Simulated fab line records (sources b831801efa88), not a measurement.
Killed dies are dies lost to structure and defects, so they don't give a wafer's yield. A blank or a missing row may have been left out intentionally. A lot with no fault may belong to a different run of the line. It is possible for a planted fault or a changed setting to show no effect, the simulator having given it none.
Which tool was responsible? / flow sky130 / 42 wafers from 15 lots sampled at 5 of the route's 708 steps

## WHAT EACH GAUGE READ, for each wafer
SKY_VIA1_THK_MEAS_23: measures by xrf.
lot=L593; measured=day 34 05:20; on=film_metro-03; VIA1_W_THK (nm)=269 283 273
lot=L594; measured=day 34 10:38; on=film_metro-04; VIA1_W_THK (nm)=264 262 269
lot=L595; measured=day 34 21:38; on=film_metro-03; VIA1_W_THK (nm)=277 269 270
lot=L598; measured=day 35 18:17; on=film_metro-04; VIA1_W_THK (nm)=262 264 272
lot=L603; measured=day 37 19:59; on=film_metro-02; VIA1_W_THK (nm)=277 274
lot=L604; measured=day 37 23:23; on=film_metro-04; VIA1_W_THK (nm)=268 270
lot=L606; measured=day 38 12:22; on=film_metro-02; VIA1_W_THK (nm)=269 286
lot=L607; measured=day 38 21:31; on=film_metro-02; VIA1_W_THK (nm)=275 276 268
lot=L608; measured=day 39 09:08; on=film_metro-02; VIA1_W_THK (nm)=276 265 271
lot=L610; measured=day 39 17:02; on=film_metro-04; VIA1_W_THK (nm)=267 271 264
lot=L612; measured=day 40 10:52; on=film_metro-02; VIA1_W_THK (nm)=272 268 269
lot=L613; measured=day 41 01:35; on=film_metro-02; VIA1_W_THK (nm)=275 270 277
lot=L614; measured=day 41 09:09; on=film_metro-04; VIA1_W_THK (nm)=282 280 280
lot=L615; measured=day 41 11:35; on=film_metro-03; VIA1_W_THK (nm)=271 275 272
lot=L616; measured=day 41 19:47; on=film_metro-02; VIA1_W_THK (nm)=268 269 265

SKY_METAL2_RS_MEAS_05: the measuring method here is four-point-probe.
lot=L593; measured=day 34 05:49; on=film_metro-01; METAL2_ALCU_RS (ohm/sq)=0.1244 0.1244 0.1241
lot=L594; measured=day 34 11:08; on=film_metro-01; METAL2_ALCU_RS (ohm/sq)=0.1249 0.1265 0.1266
lot=L595; measured=day 34 22:08; on=film_metro-01; METAL2_ALCU_RS (ohm/sq)=0.1241 0.1241 0.1241
lot=L598; measured=day 35 18:48; on=film_metro-01; METAL2_ALCU_RS (ohm/sq)=0.1250 0.1256 0.1263
lot=L603; measured=day 37 20:32; on=film_metro-01; METAL2_ALCU_RS (ohm/sq)=0.1256 0.0765
lot=L604; measured=day 37 23:53; on=film_metro-03; METAL2_ALCU_RS (ohm/sq)=0.0762 0.1250
lot=L606; measured=day 38 12:52; on=film_metro-01; METAL2_ALCU_RS (ohm/sq)=0.0763 0.1237
lot=L607; measured=day 38 22:02; on=film_metro-02; METAL2_ALCU_RS (ohm/sq)=0.1273 0.1287 0.1281
lot=L608; measured=day 39 09:39; on=film_metro-02; METAL2_ALCU_RS (ohm/sq)=0.1281 0.1261 0.1283
lot=L610; measured=day 39 17:32; on=film_metro-02; METAL2_ALCU_RS (ohm/sq)=0.1269 0.1268 0.1278
lot=L612; measured=day 40 11:29; on=film_metro-03; METAL2_ALCU_RS (ohm/sq)=0.1266 0.1264 0.1265
lot=L613; measured=day 41 02:05; on=film_metro-02; METAL2_ALCU_RS (ohm/sq)=0.1253 0.1258 0.1280
lot=L614; measured=day 41 09:39; on=film_metro-03; METAL2_ALCU_RS (ohm/sq)=0.1277 0.1289 0.1275
lot=L615; measured=day 41 12:05; on=film_metro-02; METAL2_ALCU_RS (ohm/sq)=0.1268 0.1265 0.1255
lot=L616; measured=day 41 20:19; on=film_metro-01; METAL2_ALCU_RS (ohm/sq)=0.1274 0.1286 0.1271

SKY_METAL2_THK_MEAS_06: measures by xrf.
lot=L593; measured=day 34 05:56; on=film_metro-01; METAL2_ALCU_THK (nm)=257 260 258
lot=L594; measured=day 34 11:15; on=film_metro-01; METAL2_ALCU_THK (nm)=257 255 252
lot=L595; measured=day 34 22:15; on=film_metro-01; METAL2_ALCU_THK (nm)=258 260 259
lot=L598; measured=day 35 18:55; on=film_metro-01; METAL2_ALCU_THK (nm)=255 254 253
lot=L603; measured=day 37 20:37; on=film_metro-01; METAL2_ALCU_THK (nm)=256 417
lot=L604; measured=day 38 00:00; on=film_metro-03; METAL2_ALCU_THK (nm)=416 254
lot=L606; measured=day 38 12:59; on=film_metro-01; METAL2_ALCU_THK (nm)=415 263
lot=L607; measured=day 38 22:08; on=film_metro-02; METAL2_ALCU_THK (nm)=252 250 250
lot=L608; measured=day 39 09:46; on=film_metro-02; METAL2_ALCU_THK (nm)=249 253 249
lot=L610; measured=day 39 17:39; on=film_metro-02; METAL2_ALCU_THK (nm)=252 251 250
lot=L612; measured=day 40 11:36; on=film_metro-03; METAL2_ALCU_THK (nm)=252 256 252
lot=L613; measured=day 41 02:12; on=film_metro-02; METAL2_ALCU_THK (nm)=254 253 252
lot=L614; measured=day 41 09:46; on=film_metro-03; METAL2_ALCU_THK (nm)=252 250 250
lot=L615; measured=day 41 12:12; on=film_metro-02; METAL2_ALCU_THK (nm)=251 253 255
lot=L616; measured=day 41 20:25; on=film_metro-01; METAL2_ALCU_THK (nm)=250 250 252

## TOOL THAT RAN EACH LOT (tool first, then ch and the chambers of the sampled wafers, then the start)
lot=L593; SKY_METAL1_SPUTTER_01=pvd_sputter-01, day 31 19:21; SKY_METAL2_SPUTTER_02=pvd_sputter-01, day 34 05:44
lot=L594; SKY_METAL1_SPUTTER_01=pvd_sputter-04, day 32 00:47; SKY_METAL2_SPUTTER_02=pvd_sputter-04, day 34 11:02
lot=L595; SKY_METAL1_SPUTTER_01=pvd_sputter-04, day 32 12:27; SKY_METAL2_SPUTTER_02=pvd_sputter-02, day 34 22:02
lot=L598; SKY_METAL1_SPUTTER_01=pvd_sputter-01, day 33 10:51; SKY_METAL2_SPUTTER_02=pvd_sputter-01, day 35 18:41
lot=L603; SKY_METAL1_SPUTTER_01=pvd_sputter-03, day 35 10:31; SKY_METAL2_SPUTTER_02=pvd_sputter-02, day 37 20:22
lot=L604; SKY_METAL1_SPUTTER_01=pvd_sputter-04, day 35 15:12; SKY_METAL2_SPUTTER_02=pvd_sputter-02, day 37 23:47
lot=L606; SKY_METAL1_SPUTTER_01=pvd_sputter-03, day 36 03:55; SKY_METAL2_SPUTTER_02=pvd_sputter-02, day 38 12:46
lot=L607; SKY_METAL1_SPUTTER_01=pvd_sputter-04, day 36 14:10; SKY_METAL2_SPUTTER_02=pvd_sputter-04, day 38 21:55
lot=L608; SKY_METAL1_SPUTTER_01=pvd_sputter-04, day 37 02:57; SKY_METAL2_SPUTTER_02=pvd_sputter-04, day 39 09:32
lot=L610; SKY_METAL1_SPUTTER_01=pvd_sputter-04, day 37 10:54; SKY_METAL2_SPUTTER_02=pvd_sputter-04, day 39 17:26
lot=L612; SKY_METAL1_SPUTTER_01=pvd_sputter-03, day 38 05:01; SKY_METAL2_SPUTTER_02=pvd_sputter-04, day 40 11:23
lot=L613; SKY_METAL1_SPUTTER_01=pvd_sputter-01, day 38 20:46; SKY_METAL2_SPUTTER_02=pvd_sputter-04, day 41 01:59
lot=L614; SKY_METAL1_SPUTTER_01=pvd_sputter-03, day 39 04:30; SKY_METAL2_SPUTTER_02=pvd_sputter-04, day 41 09:34
lot=L615; SKY_METAL1_SPUTTER_01=pvd_sputter-04, day 39 06:52; SKY_METAL2_SPUTTER_02=pvd_sputter-01, day 41 11:59
lot=L616; SKY_METAL1_SPUTTER_01=pvd_sputter-04, day 39 15:31; SKY_METAL2_SPUTTER_02=pvd_sputter-01, day 41 20:10
- SKY_METAL1_SPUTTER_01: material TiN, target thk 20 nm, time 16.7 s.
- SKY_METAL2_SPUTTER_02: material AlCu, target thk 250 nm, time 13.3 s.

## WHAT THE TOOLS THEMSELVES READ (means of the sampled wafers that have a number; where no wafer has one, the mark that the record gives instead)
SKY_METAL1_SPUTTER_01.
lot=L593; tool=pvd_sputter-01; throttle_valve_pct (%)=30.1
lot=L594; tool=pvd_sputter-04; throttle_valve_pct (%)=29.5
lot=L595; tool=pvd_sputter-04; throttle_valve_pct (%)=29.7
lot=L598; tool=pvd_sputter-01; throttle_valve_pct (%)=30.4
lot=L603; tool=pvd_sputter-03; throttle_valve_pct (%)=30.0
lot=L604; tool=pvd_sputter-04; throttle_valve_pct (%)=30.7
lot=L606; tool=pvd_sputter-03; throttle_valve_pct (%)=30.4
lot=L607; tool=pvd_sputter-04; throttle_valve_pct (%)=29.7
lot=L608; tool=pvd_sputter-04; throttle_valve_pct (%)=30.3
lot=L610; tool=pvd_sputter-04; throttle_valve_pct (%)=28.8
lot=L612; tool=pvd_sputter-03; throttle_valve_pct (%)=30.4
lot=L613; tool=pvd_sputter-01; throttle_valve_pct (%)=29.7
lot=L614; tool=pvd_sputter-03; throttle_valve_pct (%)=30.3
lot=L615; tool=pvd_sputter-04; throttle_valve_pct (%)=29.6
lot=L616; tool=pvd_sputter-04; throttle_valve_pct (%)=29.9

SKY_METAL2_SPUTTER_02.
lot=L593; tool=pvd_sputter-01; throttle_valve_pct (%)=30.3
lot=L594; tool=pvd_sputter-04; throttle_valve_pct (%)=29.8
lot=L595; tool=pvd_sputter-02; throttle_valve_pct (%)=28.9
lot=L598; tool=pvd_sputter-01; throttle_valve_pct (%)=30.1
lot=L603; tool=pvd_sputter-02; throttle_valve_pct (%)=27.9
lot=L604; tool=pvd_sputter-02; throttle_valve_pct (%)=27.1
lot=L606; tool=pvd_sputter-02; throttle_valve_pct (%)=28.6
lot=L607; tool=pvd_sputter-04; throttle_valve_pct (%)=29.2
lot=L608; tool=pvd_sputter-04; throttle_valve_pct (%)=30.0
lot=L610; tool=pvd_sputter-04; throttle_valve_pct (%)=28.8
lot=L612; tool=pvd_sputter-04; throttle_valve_pct (%)=28.9
lot=L613; tool=pvd_sputter-04; throttle_valve_pct (%)=29.6
lot=L614; tool=pvd_sputter-04; throttle_valve_pct (%)=30.0
lot=L615; tool=pvd_sputter-01; throttle_valve_pct (%)=30.0
lot=L616; tool=pvd_sputter-01; throttle_valve_pct (%)=29.9

## THE ANSWER, worked out from the rows above alone
Rule: the usual values come from the lots themselves. Put in order of their means at a reading, lots are off if they are a third of the lots or fewer, leave a main group of 4 or more, and stand apart from it by a gap of 3 or more times the standard deviation of the main group's means; of several such gaps the widest counts. A main group whose means are all the same, to the digits that the tables above print for the reading, isn't used. A lot without any number at a reading at which 4 lots or more have one is off too. Where the step has rows for the other lots, those lots are counted as sound. The gauges are gone through in route order, then the tools' own readings, and for those a lot's mean is taken as printed above. At the first step where some lot is off, the reading lying furthest off is the one used; lots without a number count as furthest.
Off: at SKY_METAL2_RS_MEAS_05 (METAL2_ALCU_RS), L603, L604, L606. Mean 0.1265 ohm/sq and standard deviation 0.0013 in the main group.
A tool fits if, at a process step before that reading, it ran every lot that is off, and no sound lot after the first of them. Those tools and the gauges at SKY_METAL2_RS_MEAS_05 are tried in the same way. One candidate fits, namely pvd_sputter-02 at SKY_METAL2_SPUTTER_02. A fault onset in the window from L595 (day 34 22:02, its last sound lot) to L603 (day 37 20:22, its first lot off) fits.

## WHAT THE SIMULATOR HAD INSERTED
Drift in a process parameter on pvd_sputter-02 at SKY_METAL2_SPUTTER_02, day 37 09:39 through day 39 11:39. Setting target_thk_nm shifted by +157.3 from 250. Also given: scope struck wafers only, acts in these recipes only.
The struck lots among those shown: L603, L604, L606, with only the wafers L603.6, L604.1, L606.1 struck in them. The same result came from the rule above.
